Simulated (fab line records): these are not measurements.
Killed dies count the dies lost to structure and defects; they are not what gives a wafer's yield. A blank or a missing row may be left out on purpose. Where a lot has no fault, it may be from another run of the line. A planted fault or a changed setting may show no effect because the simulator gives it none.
fab line records	flow sky130	part 1 of 2: steps 1 to 30 of 42
record lots=5	wafers=15	last_day=50
route steps=708 shown LDD_N@251 LDD_P@255 LDD_HVN@267 LDD_HVP@278 LDD_LDN@289
lots that met no fault: from a run of the same line without faults
start_h: the number of hours between the record's first day and the start of the first shown wafer of the lot	wait_h: hours elapsed since this lot's preceding step	" unchanged from the row above	L1.1+2: a row that stands for several wafers	- no value, or no start given	* or withheld: withheld	< > ~ a bound
route shown NAME@n: NAME is a module with steps in the file, n the number in the route of the first one	usual: mean and standard deviation over wafers with no fault	same: alike in all rows	chamber/n: place in a boat	sites: readings site by site	_std_site: standard deviation across them	_edge_site: outer sites' mean less inner sites'	radius_mm: for every site, how far away it sits from the centre of the wafer	mask NAME#n: copy n	behind: the tool/chamber that last shaped the wafer	hold: the reason the lot was held/the length of the hold in hours/how it ended	device: the n, p or np transistor that did not switch	end of line: the same wafers' tests at the end of the route	for a step that has no rows: nothing shown but its recipe	killed: dies that structure and defects cost at the first sort, which is not the same as the wafer's yield	map: shows each die of a wafer: x if killed, . if not, _ if none is there
set.NAME: the run value of the setting; set.NAME@STEP: its run value at that earlier step	model.NAME: the simulator's own value behind a step, which no gauge read
certain route steps with their lots: each step a table, each wafer a row
services: the hour from which a tool's chamber was out of use, counted from the record's first day as start_h (under 0 if before that day), plus the number of hours and why
## steps
# step SKY_LDD_N_IMPLANT_14
# recipe species=BF2	energy_kev=50.92	dose_cm2=5e+12	tilt_deg=30	rotation_deg=180
# usual dose_ions_cm2=4.999e+12/5.1e+09
lot.wafer	tool	chamber	start_h	wait_h	dose_ions_cm2
L080.3	implanter-03	0	455.86	0.1	4.996e+12
L080.4	"	0	"	"	4.994e+12
L080.6	"	0	"	"	4.998e+12
L084.1	implanter-02	0	516.66	0.1	5.003e+12
L084.3	"	0	"	"	5e+12
L084.4	"	0	"	"	4.996e+12
L089.3	implanter-03	0	549.73	0.1	4.997e+12
L089.4	"	0	"	"	5e+12
L089.5	"	0	"	"	4.999e+12
L095.1	implanter-02	0	591.18	0.1	5.004e+12
L095.2	"	0	"	"	4.995e+12
L095.6	"	0	"	"	4.996e+12
L097.2	implanter-01	0	600.89	0.1	5.001e+12
L097.4	"	0	"	"	5.003e+12
L097.6	"	0	"	"	5.003e+12
# step SKY_LDD_N_IMPLANT_15
# recipe species=BF2	energy_kev=50	dose_cm2=5e+12	tilt_deg=30	rotation_deg=270
# usual dose_ions_cm2=5.001e+12/5.1e+09
lot.wafer	tool	chamber	start_h	wait_h	dose_ions_cm2
L080.3	implanter-03	0	456.01	0.1	4.995e+12
L080.4	"	0	"	"	5.007e+12
L080.6	"	0	"	"	5.004e+12
L084.1	implanter-02	0	516.81	0.1	4.995e+12
L084.3	"	0	"	"	4.997e+12
L084.4	"	0	"	"	4.995e+12
L089.3	implanter-03	0	549.88	0.1	5.004e+12
L089.4	"	0	"	"	5.009e+12
L089.5	"	0	"	"	5.001e+12
L095.1	implanter-02	0	591.33	0.1	5.001e+12
L095.2	"	0	"	"	5.01e+12
L095.6	"	0	"	"	5.006e+12
L097.2	implanter-01	0	601.04	0.1	5.007e+12
L097.4	"	0	"	"	5e+12
L097.6	"	0	"	"	4.998e+12
# step SKY_LDD_N_STRIP_16
# recipe chemistry=O2/N2	power_w=1400	pressure_mtorr=1500	platen_temp_c=withheld	o2_flow_sccm=3000	n2_flow_sccm=300	overash_fraction=0.5
# usual drypump_motor_current_A=5.6/0.47	oes_product_au=0.407/0.0048	strip_time_to_endpoint_s=4.315/0.015
lot.wafer	tool	chamber	start_h	wait_h	drypump_motor_current_A	oes_product_au	rf_hours_counter_h	strip_time_to_endpoint_s
L080.3	plasma_asher-01	0	456.15	0.1	6.4	0.401	-	4.311
L080.4	"	1	"	"	5.0	0.405	-	4.326
L080.6	"	1	"	"	5.0	0.406	-	4.301
L084.1	plasma_asher-03	0	516.96	0.1	5.9	0.408	41	4.308
L084.3	"	1	"	"	5.6	0.407	-	4.312
L084.4	"	0	"	"	5.9	0.408	-	4.322
L089.3	plasma_asher-03	1	550.01	0.1	5.7	0.414	-	4.317
L089.4	"	0	"	"	5.9	0.411	-	4.319
L089.5	"	1	"	"	5.7	0.399	-	4.328
L095.1	plasma_asher-03	1	591.48	0.1	5.7	0.406	48	4.332
L095.2	"	0	"	"	5.9	0.415	48	4.316
L095.6	"	1	"	"	5.6	0.416	-	4.347
L097.2	plasma_asher-04	1	601.16	0.1	5.0	0.407	80	4.343
L097.4	"	1	"	"	5.0	0.408	-	4.339
L097.6	"	1	"	"	5.0	0.407	-	4.314
# step SKY_LDD_N_TW_MEAS_17
# usual LDD_N_TW=2569/17
lot.wafer	tool	chamber	start_h	wait_h	LDD_N_TW
L080.3	film_metro-01	-	456.23	0.1	2548
L080.4	"	-	"	"	2551
L080.6	"	-	"	"	2560
L084.1	film_metro-03	-	517.06	0.1	2591
L084.3	"	-	"	"	2588
L084.4	"	-	"	"	2582
L089.3	film_metro-03	-	550.10	0.1	2578
L089.4	"	-	"	"	2580
L089.5	"	-	"	"	2590
L095.1	film_metro-03	-	591.58	0.1	2592
L095.2	"	-	"	"	2585
L095.6	"	-	"	"	2583
L097.2	film_metro-04	-	601.27	0.1	2570
L097.4	"	-	"	"	2573
L097.6	"	-	"	"	2579
# step SKY_LDD_P_DEHYDRATE_00
# recipe temp_c=200	time_s=60
# same time_s=60
lot.wafer	tool	chamber	start_h	wait_h
L080.3+4+6	litho_track-04	0	470.53	14.3
L084.1+3+4	litho_track-04	0	531.48	14.4
L089.3+4+5	litho_track-03	0	564.58	14.5
L095.1+2+6	litho_track-04	0	605.68	14.1
L097.2+4+6	litho_track-01	0	615.53	14.2
# step SKY_LDD_P_HMDS_01
# recipe prime_time_s=60	prime_temp_c=120
# usual prime_temp_c=119.99/0.13
lot.wafer	tool	chamber	start_h	wait_h	prime_temp_c
L080.3	litho_track-04	0	470.68	0.1	120.00
L080.4	"	0	"	"	119.97
L080.6	"	0	"	"	119.94
L084.1	litho_track-04	0	531.63	0.1	120.13
L084.3	"	0	"	"	120.03
L084.4	"	0	"	"	120.06
L089.3	litho_track-03	0	564.73	0.1	119.81
L089.4	"	0	"	"	119.87
L089.5	"	0	"	"	119.66
L095.1	litho_track-04	0	605.83	0.1	120.03
L095.2	"	0	"	"	120.17
L095.6	"	0	"	"	120.26
L097.2	litho_track-01	0	615.68	0.1	119.92
L097.4	"	0	"	"	120.24
L097.6	"	0	"	"	119.90
# step SKY_LDD_P_COAT_02
# recipe resist=NOVOLAK	spin_rpm=3000	resist_thk_nm=1140
lot.wafer	tool	chamber	start_h	wait_h
L080.3+4+6	litho_track-04	0	470.83	0.1
L084.1+3+4	litho_track-04	0	531.78	0.1
L089.3+4+5	litho_track-03	0	564.88	0.1
L095.1+2+6	litho_track-04	0	605.98	0.1
L097.2+4+6	litho_track-01	0	615.83	0.1
# step SKY_LDD_P_SOFTBAKE_03
# recipe temp_c=90	time_s=60	resist=NOVOLAK
# same time_s=60
lot.wafer	tool	chamber	start_h	wait_h
L080.3+4+6	litho_track-04	0	470.98	0.1
L084.1+3+4	litho_track-04	0	531.93	0.1
L089.3+4+5	litho_track-03	0	565.03	0.1
L095.1+2+6	litho_track-04	0	606.13	0.1
L097.2+4+6	litho_track-01	0	615.98	0.1
# step SKY_LDD_P_EXPOSE_04
# recipe mask_id=PSDM	na=0.6	source_shape=conventional	sigma_outer=0.6	polarization=unpolarized	target_cd_nm=380	dose_mj=138
lot.wafer	tool	chamber	start_h	wait_h	mask
L080.3+4+6	iline_stepper-02	0	-	-	PSDM#0
L084.1+3+4	iline_stepper-02	0	-	-	PSDM#0
L089.3+4+5	iline_stepper-01	0	-	-	PSDM#0
L095.1+2+6	iline_stepper-02	0	-	-	PSDM#0
L097.2+4+6	iline_stepper-01	0	-	-	PSDM#0
# step SKY_LDD_P_PEB_05
# recipe temp_c=withheld	time_s=*	resist=NOVOLAK
# same time_s=*
lot.wafer	tool	chamber	start_h	wait_h
L080.3+4+6	litho_track-04	0	-	-
L084.1+3+4	litho_track-04	0	-	-
L089.3+4+5	litho_track-01	0	-	-
L095.1+2+6	litho_track-04	0	-	-
L097.2+4+6	litho_track-03	0	-	-
# step SKY_LDD_P_DEVELOP_06
# recipe resist=NOVOLAK	developer=TMAH	develop_time_s=60	dev_temp_c=23
# usual developer_temp_C=22.99/0.1
lot.wafer	tool	chamber	start_h	wait_h	developer_temp_C
L080.3	litho_track-04	0	485.33	0.1	22.87
L080.4	"	0	"	"	22.94
L080.6	"	0	"	"	23.00
L084.1	litho_track-04	0	546.88	0.1	22.92
L084.3	"	0	"	"	22.63
L084.4	"	0	"	"	22.77
L089.3	litho_track-01	0	578.96	0.1	22.88
L089.4	"	0	"	"	23.04
L089.5	"	0	"	"	23.03
L095.1	litho_track-04	0	619.83	0.1	22.86
L095.2	"	0	"	"	22.91
L095.6	"	0	"	"	22.98
L097.2	litho_track-03	0	630.11	0.1	23.05
L097.4	"	0	"	"	23.06
L097.6	"	0	"	"	22.97
# step SKY_LDD_P_CD_MEAS_07
# recipe target_cd_nm=380
# usual cd_nm=379.7/2.4
lot.wafer	tool	chamber	start_h	wait_h	cd_nm
L080.3	cd_sem-02	-	485.64	0.3	379.4
L080.4	"	-	"	"	379.0
L080.6	"	-	"	"	379.6
L084.1	cd_sem-01	-	547.03	0.1	378.8
L084.3	"	-	"	"	377.4
L084.4	"	-	"	"	379.3
L089.3	cd_sem-01	-	579.10	0.1	382.1
L089.4	"	-	"	"	379.8
L089.5	"	-	"	"	383.5
L095.1	cd_sem-01	-	619.98	0.1	380.6
L095.2	"	-	"	"	381.9
L095.6	"	-	"	"	383.2
L097.2	cd_sem-01	-	630.25	0.1	378.8
L097.4	"	-	"	"	380.7
L097.6	"	-	"	"	381.9
# step SKY_LDD_P_OVL_MEAS_08
# usual LDD_P_OVL=-0.3/1.2
lot.wafer	tool	chamber	start_h	wait_h	LDD_P_OVL[nm]
L080.3	overlay-01	-	485.74	0.1	0.6
L080.4	"	-	"	"	1.4
L080.6	"	-	"	"	-1.0
L084.1	overlay-02	-	547.15	0.1	-2.6
L084.3	"	-	"	"	-1.6
L084.4	"	-	"	"	-0.6
L089.3	overlay-02	-	579.19	0.1	-1.8
L089.4	"	-	"	"	-0.7
L089.5	"	-	"	"	-2.1
L095.1	overlay-02	-	620.10	0.1	-0.2
L095.2	"	-	"	"	-0.1
L095.6	"	-	"	"	-0.4
L097.2	overlay-02	-	630.36	0.1	1.0
L097.4	"	-	"	"	1.3
L097.6	"	-	"	"	2.1
# step SKY_LDD_P_IMPLANT_09
# recipe species=BF2	energy_kev=25	dose_cm2=1e+13	tilt_deg=withheld
# usual dose_ions_cm2=1e+13/1.2e+10
lot.wafer	tool	chamber	start_h	wait_h	dose_ions_cm2
L080.3	implanter-04	0	485.81	0.1	9.991e+12
L080.4	"	0	"	"	9.992e+12
L080.6	"	0	"	"	1.0001e+13
L084.1	implanter-04	0	547.18	0.0	1.0003e+13
L084.3	"	0	"	"	9.997e+12
L084.4	"	0	"	"	1.0014e+13
L089.3	implanter-04	0	579.26	0.1	1.001e+13
L089.4	"	0	"	"	9.988e+12
L089.5	"	0	"	"	9.981e+12
L095.1	implanter-03	0	620.13	0.0	9.99e+12
L095.2	"	0	"	"	9.988e+12
L095.6	"	0	"	"	9.978e+12
L097.2	implanter-03	0	630.41	0.0	1.0012e+13
L097.4	"	0	"	"	1.0018e+13
L097.6	"	0	"	"	1.0006e+13
# step SKY_LDD_P_STRIP_10
# recipe chemistry=O2/N2	power_w=1400	pressure_mtorr=1500	platen_temp_c=withheld	o2_flow_sccm=3000	n2_flow_sccm=300	overash_fraction=0.5
# usual drypump_motor_current_A=5.6/0.47	oes_product_au=0.716/0.0046	strip_time_to_endpoint_s=14.19/0.044
lot.wafer	tool	chamber	start_h	wait_h	drypump_motor_current_A	oes_product_au	rf_hours_counter_h	strip_time_to_endpoint_s
L080.3	plasma_asher-02	0	485.94	0.1	6.3	0.720	-	14.13
L080.4	"	1	"	"	5.4	0.717	-	14.15
L080.6	"	0	"	"	6.3	0.709	-	14.08
L084.1	plasma_asher-04	0	547.33	0.1	5.9	0.724	75	14.18
L084.3	"	1	"	"	5.0	0.718	-	14.22
L084.4	"	0	"	"	5.9	0.718	-	14.23
L089.3	plasma_asher-02	0	579.40	0.1	6.3	0.716	-	14.16
L089.4	"	1	"	"	5.4	0.719	-	14.18
L089.5	"	0	"	"	6.3	0.708	-	14.18
L095.1	plasma_asher-04	0	620.28	0.1	5.8	0.725	82	14.18
L095.2	"	1	"	"	5.0	0.721	82	14.17
L095.6	"	0	"	"	5.9	0.725	-	14.16
L097.2	plasma_asher-02	1	630.54	0.1	5.4	0.716	18	14.19
L097.4	"	0	"	"	6.3	0.712	-	14.21
L097.6	"	0	"	"	6.3	0.716	-	14.20
# step SKY_LDD_P_TW_MEAS_11
# usual LDD_P_TW=635.9/2.9
lot.wafer	tool	chamber	start_h	wait_h	LDD_P_TW
L080.3	film_metro-03	-	486.03	0.1	637.3
L080.4	"	-	"	"	636.4
L080.6	"	-	"	"	637.4
L084.1	film_metro-02	-	547.43	0.1	636.8
L084.3	"	-	"	"	638.0
L084.4	"	-	"	"	640.2
L089.3	film_metro-02	-	579.48	0.1	636.5
L089.4	"	-	"	"	632.7
L089.5	"	-	"	"	634.2
L095.1	film_metro-03	-	620.38	0.1	639.0
L095.2	"	-	"	"	642.1
L095.6	"	-	"	"	639.9
L097.2	film_metro-04	-	630.65	0.1	633.0
L097.4	"	-	"	"	635.2
L097.6	"	-	"	"	636.9
# step SKY_LDD_HVN_DEHYDRATE_00
# recipe temp_c=200	time_s=60
# same time_s=60
lot.wafer	tool	chamber	start_h	wait_h
L080.3+4+6	litho_track-01	0	500.81	14.8
L084.1+3+4	litho_track-03	0	561.48	14.0
L089.3+4+5	litho_track-02	0	593.89	14.4
L095.1+2+6	litho_track-02	0	633.94	13.6
L097.2+4+6	litho_track-03	0	644.36	13.7
# step SKY_LDD_HVN_HMDS_01
# recipe prime_time_s=60	prime_temp_c=120
# usual prime_temp_c=119.98/0.13
lot.wafer	tool	chamber	start_h	wait_h	prime_temp_c
L080.3	litho_track-01	0	500.96	0.1	119.94
L080.4	"	0	"	"	120.15
L080.6	"	0	"	"	119.90
L084.1	litho_track-03	0	561.63	0.1	120.06
L084.3	"	0	"	"	120.04
L084.4	"	0	"	"	120.16
L089.3	litho_track-02	0	594.04	0.1	120.03
L089.4	"	0	"	"	119.82
L089.5	"	0	"	"	119.84
L095.1	litho_track-02	0	634.09	0.1	119.99
L095.2	"	0	"	"	120.04
L095.6	"	0	"	"	119.98
L097.2	litho_track-03	0	644.51	0.1	119.98
L097.4	"	0	"	"	120.14
L097.6	"	0	"	"	120.08
# step SKY_LDD_HVN_COAT_02
# recipe resist=NOVOLAK	spin_rpm=3000	resist_thk_nm=300
lot.wafer	tool	chamber	start_h	wait_h
L080.3+4+6	litho_track-01	0	501.11	0.1
L084.1+3+4	litho_track-03	0	561.78	0.1
L089.3+4+5	litho_track-02	0	594.19	0.1
L095.1+2+6	litho_track-02	0	634.24	0.1
L097.2+4+6	litho_track-03	0	644.66	0.1
# step SKY_LDD_HVN_SOFTBAKE_03
# recipe temp_c=90	time_s=60	resist=NOVOLAK
# same time_s=60
lot.wafer	tool	chamber	start_h	wait_h
L080.3+4+6	litho_track-01	0	501.26	0.1
L084.1+3+4	litho_track-03	0	561.93	0.1
L089.3+4+5	litho_track-02	0	594.34	0.1
L095.1+2+6	litho_track-02	0	634.39	0.1
L097.2+4+6	litho_track-03	0	644.81	0.1
# step SKY_LDD_HVN_EXPOSE_04
# recipe mask_id=HVNTM	na=0.6	source_shape=conventional	sigma_outer=0.6	polarization=unpolarized	target_cd_nm=700	dose_mj=127
lot.wafer	tool	chamber	start_h	wait_h	mask
L080.3+4+6	iline_stepper-01	0	-	-	HVNTM#0
L084.1+3+4	iline_stepper-02	0	-	-	HVNTM#0
L089.3+4+5	iline_stepper-01	0	-	-	HVNTM#0
L095.1+2+6	iline_stepper-01	0	-	-	HVNTM#0
L097.2+4+6	iline_stepper-01	0	-	-	HVNTM#0
# step SKY_LDD_HVN_PEB_05
# recipe temp_c=withheld	time_s=*	resist=NOVOLAK
# same time_s=*
lot.wafer	tool	chamber	start_h	wait_h
L080.3+4+6	litho_track-03	0	-	-
L084.1+3+4	litho_track-01	0	-	-
L089.3+4+5	litho_track-03	0	-	-
L095.1+2+6	litho_track-02	0	-	-
L097.2+4+6	litho_track-03	0	-	-
# step SKY_LDD_HVN_DEVELOP_06
# recipe resist=NOVOLAK	developer=TMAH	develop_time_s=60	dev_temp_c=23
# usual developer_temp_C=22.96/0.12
lot.wafer	tool	chamber	start_h	wait_h	developer_temp_C
L080.3	litho_track-03	0	516.08	0.1	23.03
L080.4	"	0	"	"	22.99
L080.6	"	0	"	"	22.95
L084.1	litho_track-01	0	576.86	0.1	22.98
L084.3	"	0	"	"	23.02
L084.4	"	0	"	"	23.03
L089.3	litho_track-03	0	608.73	0.1	23.06
L089.4	"	0	"	"	22.99
L089.5	"	0	"	"	23.13
L095.1	litho_track-02	0	648.29	0.1	23.16
L095.2	"	0	"	"	23.02
L095.6	"	0	"	"	22.91
L097.2	litho_track-03	0	658.76	0.1	23.05
L097.4	"	0	"	"	23.00
L097.6	"	0	"	"	23.07
# step SKY_LDD_HVN_OVL_MEAS_07
# usual LDD_HVN_OVL=-0.8/1.3
lot.wafer	tool	chamber	start_h	wait_h	LDD_HVN_OVL[nm]
L080.3	overlay-02	-	516.20	0.1	1.0
L080.4	"	-	"	"	2.5
L080.6	"	-	"	"	-1.0
L084.1	overlay-01	-	577.01	0.1	-1.0
L084.3	"	-	"	"	-1.8
L084.4	"	-	"	"	-1.0
L089.3	overlay-01	-	608.85	0.1	-1.4
L089.4	"	-	"	"	-3.0
L089.5	"	-	"	"	-1.1
L095.1	overlay-02	-	648.44	0.1	1.0
L095.2	"	-	"	"	0.7
L095.6	"	-	"	"	0.3
L097.2	overlay-02	-	658.89	0.1	-2.2
L097.4	"	-	"	"	-1.5
L097.6	"	-	"	"	-2.4
# step SKY_LDD_HVN_IMPLANT_08
# recipe species=P	energy_kev=60	dose_cm2=3e+13	tilt_deg=40
# usual dose_ions_cm2=3e+13/3.2e+10
lot.wafer	tool	chamber	start_h	wait_h	dose_ions_cm2
L080.3	implanter-04	0	516.27	0.1	3.001e+13
L080.4	"	0	"	"	3.003e+13
L080.6	"	0	"	"	2.999e+13
L084.1	implanter-02	0	577.04	0.0	3.003e+13
L084.3	"	0	"	"	2.998e+13
L084.4	"	0	"	"	2.997e+13
L089.3	implanter-02	0	608.92	0.1	3.001e+13
L089.4	"	0	"	"	3e+13
L089.5	"	0	"	"	3.007e+13
L095.1	implanter-03	0	648.48	0.0	2.999e+13
L095.2	"	0	"	"	3.002e+13
L095.6	"	0	"	"	3.002e+13
L097.2	implanter-04	0	658.94	0.0	3.006e+13
L097.4	"	0	"	"	3.004e+13
L097.6	"	0	"	"	3.006e+13
# step SKY_LDD_HVN_STRIP_09
# recipe chemistry=O2/N2	power_w=1400	pressure_mtorr=1500	platen_temp_c=withheld	o2_flow_sccm=3000	n2_flow_sccm=300	overash_fraction=0.5
# usual drypump_motor_current_A=5.8/0.5	oes_product_au=0.408/0.0048	strip_time_to_endpoint_s=4.137/0.014
lot.wafer	tool	chamber	start_h	wait_h	drypump_motor_current_A	oes_product_au	rf_hours_counter_h	strip_time_to_endpoint_s
L080.3	plasma_asher-02	0	516.40	0.1	6.3	0.406	-	4.138
L080.4	"	1	"	"	5.5	0.412	-	4.149
L080.6	"	1	"	"	5.4	0.412	-	4.142
L084.1	plasma_asher-03	1	577.19	0.1	5.6	0.401	47	4.123
L084.3	"	1	"	"	5.7	0.405	-	4.135
L084.4	"	0	"	"	5.9	0.412	-	4.129
L089.3	plasma_asher-01	0	609.05	0.1	6.4	0.410	-	4.151
L089.4	"	1	"	"	5.0	0.409	-	4.151
L089.5	"	0	"	"	6.4	0.407	-	4.152
L095.1	plasma_asher-01	1	648.63	0.1	5.0	0.404	95	4.131
L095.2	"	0	"	"	6.4	0.400	95	4.114
L095.6	"	0	"	"	6.4	0.410	-	4.142
L097.2	plasma_asher-01	0	659.07	0.1	6.4	0.405	96	4.138
L097.4	"	1	"	"	5.0	0.402	-	4.156
L097.6	"	1	"	"	5.0	0.400	-	4.159
# step SKY_LDD_HVN_TW_MEAS_10
# usual LDD_HVN_TW=1433/12
lot.wafer	tool	chamber	start_h	wait_h	LDD_HVN_TW
L080.3	film_metro-04	-	516.49	0.1	1438
L080.4	"	-	"	"	1435
L080.6	"	-	"	"	1443
L084.1	film_metro-01	-	577.29	0.1	1414
L084.3	"	-	"	"	1412
L084.4	"	-	"	"	1409
L089.3	film_metro-01	-	609.14	0.1	1454
L089.4	"	-	"	"	1452
L089.5	"	-	"	"	1452
L095.1	film_metro-02	-	648.73	0.1	1438
L095.2	"	-	"	"	1443
L095.6	"	-	"	"	1444
L097.2	film_metro-04	-	659.18	0.1	1440
L097.4	"	-	"	"	1440
L097.6	"	-	"	"	1444
# step SKY_LDD_HVP_DEHYDRATE_00
# recipe temp_c=200	time_s=60
# same time_s=60
lot.wafer	tool	chamber	start_h	wait_h
L080.3+4+6	litho_track-04	0	530.93	14.4
L084.1+3+4	litho_track-02	0	590.84	13.5
L089.3+4+5	litho_track-03	0	623.13	14.0
L095.1+2+6	litho_track-02	0	662.14	13.4
L097.2+4+6	litho_track-03	0	672.31	13.1
# step SKY_LDD_HVP_HMDS_01
# recipe prime_time_s=60	prime_temp_c=120
# usual prime_temp_c=119.98/0.12
lot.wafer	tool	chamber	start_h	wait_h	prime_temp_c
L080.3	litho_track-04	0	531.08	0.1	120.06
L080.4	"	0	"	"	120.12
L080.6	"	0	"	"	119.86
L084.1	litho_track-02	0	590.99	0.1	120.01
L084.3	"	0	"	"	120.02
L084.4	"	0	"	"	120.05
L089.3	litho_track-03	0	623.28	0.1	120.08
L089.4	"	0	"	"	120.07
L089.5	"	0	"	"	119.94
L095.1	litho_track-02	0	662.29	0.1	120.12
L095.2	"	0	"	"	119.96
L095.6	"	0	"	"	120.09
L097.2	litho_track-03	0	672.46	0.1	119.92
L097.4	"	0	"	"	120.06
L097.6	"	0	"	"	120.02
# step SKY_LDD_HVP_COAT_02
# recipe resist=NOVOLAK	spin_rpm=3000	resist_thk_nm=300
lot.wafer	tool	chamber	start_h	wait_h
L080.3+4+6	litho_track-04	0	531.23	0.1
L084.1+3+4	litho_track-02	0	591.14	0.1
L089.3+4+5	litho_track-03	0	623.43	0.1
L095.1+2+6	litho_track-02	0	662.44	0.1
L097.2+4+6	litho_track-03	0	672.61	0.1
